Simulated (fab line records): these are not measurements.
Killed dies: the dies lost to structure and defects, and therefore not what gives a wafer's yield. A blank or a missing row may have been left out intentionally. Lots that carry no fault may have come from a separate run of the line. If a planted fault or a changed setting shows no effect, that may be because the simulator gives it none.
fab line records | flow sfqLine
record: lots: 14 | wafers: 41 | lastDay: 86
route steps=325 shown I4@171
lots with no fault: from the same line, run without faults
startH: hours from the record's first day to the start of the lot's first wafer shown | waitH: how many hours have passed since the lot's step before this one | " as in the row above | L1.1+2: one row covering several wafers at once | - value missing, or start not given | * or withheld: withheld | < > ~ a bound
route shown NAME@n: a module of which the file shows steps, and the number in the route of the first | usual: mean and standard deviation over wafers with no fault | same: alike in all rows | chamber/n: place in a boat | sites: readings site by site | _std_site: the standard deviation of these | _edge_site: inner sites' mean taken away from outer sites' mean | radiusMm: for every site, how far away it sits from the centre of the wafer | mask NAME#n: copy n | behind: the tool/chamber that last shaped the wafer | hold: what put the lot on hold/how long, in hours/how the hold closed | device: whichever transistor did not switch (one of n, p or np) | end of line: at the end of the route, the tests of the same wafers | step lacking rows: just its recipe | killed: dies lost to structure and defects at the first sort, not the wafer's yield | map: a wafer's dies, x killed, . not, _ none there
set.NAME: setting as actually run; set.NAME@STEP: the setting as run at that earlier step | model.NAME: the simulator's own value behind a step, which no gauge read
the route's steps for a sample of lots (tables are steps, rows are wafers)
== steps ==
step: SFQ_TRILAYER_I4_VIA_LITHO_PEB_106
recipe: pebTempC: 115 | pebTimeS: 60 | resist: KrF
usual: heaterPowerTotalW: 79.15/0.071
lot.wafer | tool          | chamber | startH  | waitH | heaterPowerTotalW
L960.1    | lithoTrack-03 | 0       | 1111.58 | 1.0   | 79.04
L960.2    | "             | 0       | "       | "     | 79.17
L960.3    | "             | 0       | "       | "     | 79.14
L962.1    | lithoTrack-01 | 0       | 1118.78 | 1.0   | 79.04
L962.2    | "             | 0       | "       | "     | 79.23
L962.4    | "             | 0       | "       | "     | 79.01
L963.1    | lithoTrack-01 | 0       | 1124.78 | 1.0   | 79.11
L963.3    | "             | 0       | "       | "     | 79.07
L963.6    | "             | 0       | "       | "     | 78.96
L964.1    | lithoTrack-03 | 0       | 1125.98 | 1.0   | 79.22
L964.2    | "             | 0       | "       | "     | 79.01
L964.5    | "             | 0       | "       | "     | 79.16
L965.1    | lithoTrack-04 | 0       | 1132.11 | 1.0   | 79.14
L965.3    | "             | 0       | "       | "     | 79.20
L965.4    | "             | 0       | "       | "     | 79.24
L966.1    | lithoTrack-04 | 0       | 1137.36 | 1.0   | 79.23
L966.3    | "             | 0       | "       | "     | 79.09
L966.5    | "             | 0       | "       | "     | 79.16
L967.1    | lithoTrack-01 | 0       | 1138.56 | 1.0   | 79.18
L967.4    | "             | 0       | "       | "     | 79.19
L967.6    | "             | 0       | "       | "     | 79.18
L968.1    | lithoTrack-04 | 0       | 1148.48 | 1.0   | 79.15
L968.3    | "             | 0       | "       | "     | 79.14
L968.4    | "             | 0       | "       | "     | 79.17
L969.1    | lithoTrack-01 | 0       | 1155.68 | 1.0   | 79.27
L969.2    | "             | 0       | "       | "     | 79.22
L969.3    | "             | 0       | "       | "     | 79.14
L971.2    | lithoTrack-01 | 0       | 1184.51 | 0.8   | 79.24
L971.3    | "             | 0       | "       | "     | 79.07
L971.4    | "             | 0       | "       | "     | 88.61
L972.2    | lithoTrack-01 | 0       | 1186.91 | 0.8   | 78.98
L972.4    | "             | 0       | "       | "     | 88.57
L981.1    | lithoTrack-03 | 0       | 1221.33 | 1.0   | 79.20
L981.2    | "             | 0       | "       | "     | 79.17
L981.3    | "             | 0       | "       | "     | 79.06
L982.2    | lithoTrack-03 | 0       | 1268.60 | 0.8   | 79.14
L982.4    | "             | 0       | "       | "     | 79.13
L982.5    | "             | 0       | "       | "     | 79.12
L983.2    | lithoTrack-04 | 0       | 1378.45 | 0.8   | 79.06
L983.3    | "             | 0       | "       | "     | 79.19
L983.6    | "             | 0       | "       | "     | 79.19
== key ==
firstSign: step: SFQ_TRILAYER_I4_VIA_LITHO_PEB_106 | reading: heaterPowerTotalW | direction: up | sigmas: 99+ | usual: 79.15 | struck: 88.59
effect none on later readings
metAt SFQ_TRILAYER_I4_VIA_LITHO_PEB_106
struckLots L971,L972
struckWafers L971.4,L972.4
onsetBetween 1155.68 1184.51
fault: kind: processParameterDrift | tool: lithoTrack-01 | chamber: - | onsetH: 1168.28 | steps: SFQ_TRILAYER_I4_VIA_LITHO_PEB_106 | channel: pebTimeS | offset: * | shape: step | endH: 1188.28 | scope: struckWafersOnly | actsIn: * | stated: *
